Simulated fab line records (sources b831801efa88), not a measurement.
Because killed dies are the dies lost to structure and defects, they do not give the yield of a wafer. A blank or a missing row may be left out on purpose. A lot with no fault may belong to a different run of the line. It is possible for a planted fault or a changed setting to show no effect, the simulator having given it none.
What tool caused it? | flow sky130 | 44 wafers from 15 lots sampled at 4 of the route's 708 steps

## WHAT THE GAUGES READ, wafer by wafer
The record lacks any reading of a measuring or inspecting step that a usual standard deviation could be used to judge.

## TOOL THAT RAN EACH LOT (tool first, then ch and the chambers of the sampled wafers, then the start)
lot  | SKY_METAL4_STRIP_19                 | SKY_METAL5_SPUTTER_00       | SKY_METAL5_STRIP_16                 | SKY_PAD_OPEN_STRIP_08
L744 | plasmaAsher-02 ch 0,1, day 41 18:25 | pvdSputter-02, day 42 20:01 | plasmaAsher-04 ch 0,1, day 43 19:17 | plasmaAsher-02 ch 0,1, day 45 15:37
L747 | plasmaAsher-02 ch 0,1, day 42 20:04 | pvdSputter-02, day 43 22:09 | plasmaAsher-03 ch 0,1, day 44 20:32 | plasmaAsher-02 ch 0,1, day 46 15:31
L748 | plasmaAsher-01 ch 0,1, day 43 03:13 | pvdSputter-03, day 44 04:08 | plasmaAsher-03 ch 0,1, day 45 02:01 | plasmaAsher-01 ch 0,1, day 46 20:46
L750 | plasmaAsher-01 ch 0,1, day 43 12:49 | pvdSputter-04, day 44 13:38 | plasmaAsher-02 ch 0,1, day 45 10:56 | plasmaAsher-02 ch 1, day 47 04:01
L751 | plasmaAsher-02 ch 0,1, day 44 00:52 | pvdSputter-02, day 45 00:30 | plasmaAsher-03 ch 0,1, day 45 22:50 | plasmaAsher-01 ch 0,1, day 47 14:50
L752 | plasmaAsher-02 ch 0,1, day 44 17:55 | pvdSputter-02, day 45 17:52 | plasmaAsher-03 ch 0,1, day 46 14:14 | plasmaAsher-02 ch 0,1, day 48 06:03
L753 | plasmaAsher-02 ch 0,1, day 45 09:42 | pvdSputter-03, day 46 08:54 | plasmaAsher-03 ch 0,1, day 47 05:17 | plasmaAsher-02 ch 0,1, day 48 20:23
L754 | plasmaAsher-01 ch 0,1, day 45 11:51 | pvdSputter-03, day 46 11:11 | plasmaAsher-02 ch 0,1, day 47 07:24 | plasmaAsher-02 ch 0,1, day 48 22:20
L755 | plasmaAsher-01 ch 0, day 45 13:47   | pvdSputter-02, day 46 12:40 | plasmaAsher-02 ch 0,1, day 47 08:57 | plasmaAsher-02 ch 0,1, day 48 23:02
L760 | plasmaAsher-02 ch 0,1, day 46 14:04 | pvdSputter-03, day 47 13:04 | plasmaAsher-03 ch 0,1, day 48 08:15 | plasmaAsher-01 ch 0,1, day 49 21:41
L762 | plasmaAsher-02 ch 0,1, day 46 17:37 | pvdSputter-02, day 47 14:49 | plasmaAsher-03 ch 0,1, day 48 10:04 | plasmaAsher-03 ch 0,1, day 49 22:46
L763 | plasmaAsher-01 ch 0,1, day 46 21:43 | pvdSputter-03, day 47 19:01 | plasmaAsher-03 ch 0,1, day 48 13:32 | plasmaAsher-01 ch 0,1, day 50 01:23
L764 | plasmaAsher-03 ch 1, day 47 04:01   | pvdSputter-04, day 48 02:03 | plasmaAsher-03 ch 1, day 48 21:14   | plasmaAsher-01 ch 0,1, day 50 08:26
L765 | plasmaAsher-01 ch 0,1, day 47 07:29 | pvdSputter-02, day 48 04:26 | plasmaAsher-04 ch 0,1, day 49 00:15 | plasmaAsher-01 ch 1, day 50 10:05
L766 | plasmaAsher-03 ch 0,1, day 47 14:21 | pvdSputter-04, day 48 12:05 | plasmaAsher-04 ch 0,1, day 49 06:54 | plasmaAsher-02 ch 0,1, day 50 16:33
- SKY_METAL4_STRIP_19: strips in O2/N2.
- SKY_METAL5_SPUTTER_00: material Ti, target thk 15 nm, time 10 s.
- SKY_METAL5_STRIP_16: strips in O2/N2.
- SKY_PAD_OPEN_STRIP_08: strips in O2/N2.

## AS READ BY THE TOOLS THEMSELVES (means over the sampled wafers that have a number; for cases with no such wafer, the mark the record gives instead)
SKY_METAL4_STRIP_19. Usual: chamberPressureMTorr 1500.0 mTorr, standard deviation 1.3; drypumpMotorCurrentA 5.60 A, standard deviation 0.27; oesProductAu 0.497 a.u., standard deviation 0.0067; stripTimeToEndpointS 6.40 s, standard deviation 0.11.
lot  | tool           | chamberPressureMTorr (mTorr) | drypumpMotorCurrentA (A) | oesProductAu (a.u.) | stripTimeToEndpointS (s) | flag
L744 | plasmaAsher-02 | 1500.7                       | 5.56                     | 0.490               | 6.22                     | 
L747 | plasmaAsher-02 | 1499.9                       | 5.64                     | 0.494               | 6.36                     | 
L748 | plasmaAsher-01 | 1500.7                       | 5.63                     | 0.496               | 6.37                     | 
L750 | plasmaAsher-01 | 1499.7                       | 5.61                     | 0.500               | 6.48                     | 
L751 | plasmaAsher-02 | 1499.1                       | 5.55                     | 0.498               | 6.36                     | 
L752 | plasmaAsher-02 | 1499.6                       | 5.65                     | 0.494               | 6.36                     | 
L753 | plasmaAsher-02 | 1499.4                       | 5.64                     | 0.486               | 6.31                     | 
L754 | plasmaAsher-01 | 1499.9                       | 5.63                     | 0.501               | 6.54                     | 
L755 | plasmaAsher-01 | 1500.8                       | 6.03                     | 0.505               | 6.44                     | 
L760 | plasmaAsher-02 | 1500.1                       | 5.63                     | 0.501               | 6.45                     | 
L762 | plasmaAsher-02 | 1499.2                       | 5.55                     | 0.496               | 6.41                     | 
L763 | plasmaAsher-01 | 1500.3                       | 5.62                     | 0.497               | 6.34                     | 
L764 | plasmaAsher-03 | 1500.9                       | 5.13                     | 0.497               | 6.48                     | 
L765 | plasmaAsher-01 | 1500.9                       | 5.81                     | 0.501               | 6.55                     | 
L766 | plasmaAsher-03 | 1500.6                       | 5.31                     | 0.497               | 6.46                     | 

SKY_METAL5_SPUTTER_00. Usual: throttleValvePct at 30.8 %, with a standard deviation of 0.81.
lot  | tool          | throttleValvePct (%) | flag
L744 | pvdSputter-02 | 31.2                 | 
L747 | pvdSputter-02 | 31.0                 | 
L748 | pvdSputter-03 | 30.4                 | 
L750 | pvdSputter-04 | 31.3                 | 
L751 | pvdSputter-02 | 31.1                 | 
L752 | pvdSputter-02 | 31.2                 | 
L753 | pvdSputter-03 | 29.5                 | 
L754 | pvdSputter-03 | 30.5                 | 
L755 | pvdSputter-02 | 31.3                 | 
L760 | pvdSputter-03 | 29.6                 | 
L762 | pvdSputter-02 | 31.0                 | 
L763 | pvdSputter-03 | 30.4                 | 
L764 | pvdSputter-04 | 31.0                 | 
L765 | pvdSputter-02 | 31.3                 | 
L766 | pvdSputter-04 | 31.2                 | 

SKY_METAL5_STRIP_16. Usual: chamberPressureMTorr 1499.9 mTorr, standard deviation 1.3; drypumpMotorCurrentA 5.6 A, standard deviation 0.3; oesProductAu 0.711 a.u., standard deviation 0.0042; stripTimeToEndpointS 13.12 s, standard deviation 0.25.
lot  | tool           | chamberPressureMTorr (mTorr) | drypumpMotorCurrentA (A) | oesProductAu (a.u.) | stripTimeToEndpointS (s) | flag
L744 | plasmaAsher-04 | 1501.1                       | 5.9                      | 0.710               | 12.97                    | 
L747 | plasmaAsher-03 | 1499.6                       | 5.5                      | 0.706               | 12.87                    | 
L748 | plasmaAsher-03 | 1500.6                       | 5.3                      | 0.712               | 13.10                    | 
L750 | plasmaAsher-02 | 1499.9                       | 5.6                      | 0.709               | 12.96                    | 
L751 | plasmaAsher-03 | 1499.5                       | 5.3                      | 0.708               | 13.39                    | 
L752 | plasmaAsher-03 | 1499.7                       | 5.3                      | 0.710               | 13.38                    | 
L753 | plasmaAsher-03 | 1500.2                       | 5.3                      | 0.715               | 12.83                    | 
L754 | plasmaAsher-02 | 1501.5                       | 5.6                      | 0.707               | 13.43                    | 
L755 | plasmaAsher-02 | 1500.3                       | 5.6                      | 0.712               | 12.94                    | 
L760 | plasmaAsher-03 | 1501.6                       | 5.5                      | 0.706               | 12.93                    | 
L762 | plasmaAsher-03 | 1499.7                       | 5.3                      | 0.708               | 13.11                    | 
L763 | plasmaAsher-03 | 1500.4                       | 5.3                      | 0.711               | 12.99                    | 
L764 | plasmaAsher-03 | 1499.3                       | 5.2                      | 0.712               | 12.85                    | 
L765 | plasmaAsher-04 | 1499.7                       | 6.1                      | 0.714               | 13.45                    | 
L766 | plasmaAsher-04 | 1500.0                       | 6.1                      | 0.712               | 12.87                    | 

SKY_PAD_OPEN_STRIP_08. Usual: chamberPressureMTorr 1499.9 mTorr, standard deviation 1.3; drypumpMotorCurrentA 5.60 A, standard deviation 0.25; oesProductAu 0.663 a.u., standard deviation 0.0041.
lot  | tool           | chamberPressureMTorr (mTorr) | drypumpMotorCurrentA (A) | oesProductAu (a.u.) | flag
L744 | plasmaAsher-02 | 1498.7                       | 5.57                     | 0.662               | 
L747 | plasmaAsher-02 | 1499.6                       | 5.56                     | 0.662               | 
L748 | plasmaAsher-01 | 1499.5                       | 5.63                     | 0.659               | 
L750 | plasmaAsher-02 | 1500.3                       | 5.48                     | 0.661               | 
L751 | plasmaAsher-01 | 1499.2                       | 5.62                     | 0.664               | 
L752 | plasmaAsher-02 | -                            | -                        | -                   | OFF
L753 | plasmaAsher-02 | -                            | -                        | -                   | OFF
L754 | plasmaAsher-02 | -                            | -                        | -                   | OFF
L755 | plasmaAsher-02 | 1499.7                       | 5.60                     | 0.659               | 
L760 | plasmaAsher-01 | 1500.4                       | 5.81                     | 0.663               | 
L762 | plasmaAsher-03 | 1500.4                       | 5.46                     | 0.662               | 
L763 | plasmaAsher-01 | 1500.2                       | 5.83                     | 0.659               | 
L764 | plasmaAsher-01 | 1499.6                       | 5.84                     | 0.658               | 
L765 | plasmaAsher-01 | 1500.2                       | 5.45                     | 0.665               | 
L766 | plasmaAsher-02 | 1499.2                       | 5.56                     | 0.664               | 

## THE ANSWER, worked out from the rows above alone
Rule: lot off if the mean of its wafers having a number is beyond 3 standard deviations from the usual mean. Also off: a lot with no number at a reading for which 4 or more lots have one. The other lots that the step has rows for count as sound. Order of review: gauges by route order, followed by the tools' own readings, for which a lot's mean as printed above is used. The first step at which some lot is off is used, and at that step the reading that is off furthest; a lot without a number counts as furthest.
Off: L752, L753, L754, at SKY_PAD_OPEN_STRIP_08 (chamberPressureMTorr). Without a number there: L752, L753, L754.
If a tool, at that step or one of the process steps before it, ran each lot that is off and ran no sound lot following the first of them, it fits. Not one of the candidates tried fits.

## WHAT THE SIMULATOR HAD PUT IN
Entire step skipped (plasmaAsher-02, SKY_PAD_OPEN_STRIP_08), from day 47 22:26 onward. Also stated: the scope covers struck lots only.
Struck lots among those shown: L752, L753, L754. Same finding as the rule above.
